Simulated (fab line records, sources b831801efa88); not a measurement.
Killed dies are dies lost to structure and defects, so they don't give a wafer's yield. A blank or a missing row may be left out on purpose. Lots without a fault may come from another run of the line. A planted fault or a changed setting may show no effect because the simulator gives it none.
Chamber matching | flow gf180mcu | GF_V3_CMP_26 on cmp-02: 4 sister chambers
The step polishes, stops on SiO2, t overpolish 15 s, target thk 0 nm. 8 wafers are shown with their chamber, then 8 later ones without.

WAFERS WITH THEIR CHAMBER
wafer  | chamber | motor_current_A (A) | platen_rpm (rpm)
L080.2 | 0       | 10.4                | 59.99
L087.1 | 3       | 11.5                | 59.95
L087.2 | 1       | 11.0                | 60.05
L087.3 | 2       | 8.9                 | 60.03
L091.1 | 3       | 12.0                | 59.98
L091.3 | 2       | 9.2                 | 59.97
L091.4 | 0       | 10.4                | 59.96
L092.2 | 1       | 10.6                | 59.96

WAFERS WITHOUT THEIR CHAMBER
wafer  | motor_current_A (A) | platen_rpm (rpm)
L092.5 | 12.1                | 59.98
L092.6 | 10.4                | 59.99
L093.1 | 10.1                | 59.96
L093.5 | 9.3                 | 59.95
L093.6 | 10.5                | 60.11
L094.2 | 10.2                | 60.03
L094.3 | 11.9                | 60.01
L094.5 | 10.6                | 60.01

WHICH CHAMBER EACH WENT THROUGH
wafer  | from the rows above     | in truth
L092.5 | 3                       | 3
L092.6 | can't be placed: 0 or 1 | 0
L093.1 | can't be placed: 0 or 1 | 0
L093.5 | 2                       | 2
L093.6 | can't be placed: 1 or 0 | 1
L094.2 | can't be placed: 0 or 1 | 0
L094.3 | 3                       | 3
L094.5 | can't be placed: 1 or 0 | 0
Placed correctly: 3 of 8. Can't be placed from these rows: 5 (the true chamber is among the candidates in 5). Placed wrongly: 0.
How it was worked out, from the rows above alone: a wafer's distance from a chamber is the root of the sum, over the readings, of the square of ((its reading less the chamber's mean) divided by the reading's scatter). The wafer belongs to the nearest chamber; if the next one is less than 2 further off, it can't be placed. A chamber's mean is the mean of its shown wafers. The scatter: the root of (the sum of the squares of (reading less its chamber's mean) over the shown wafers, divided by (wafers less chambers)).
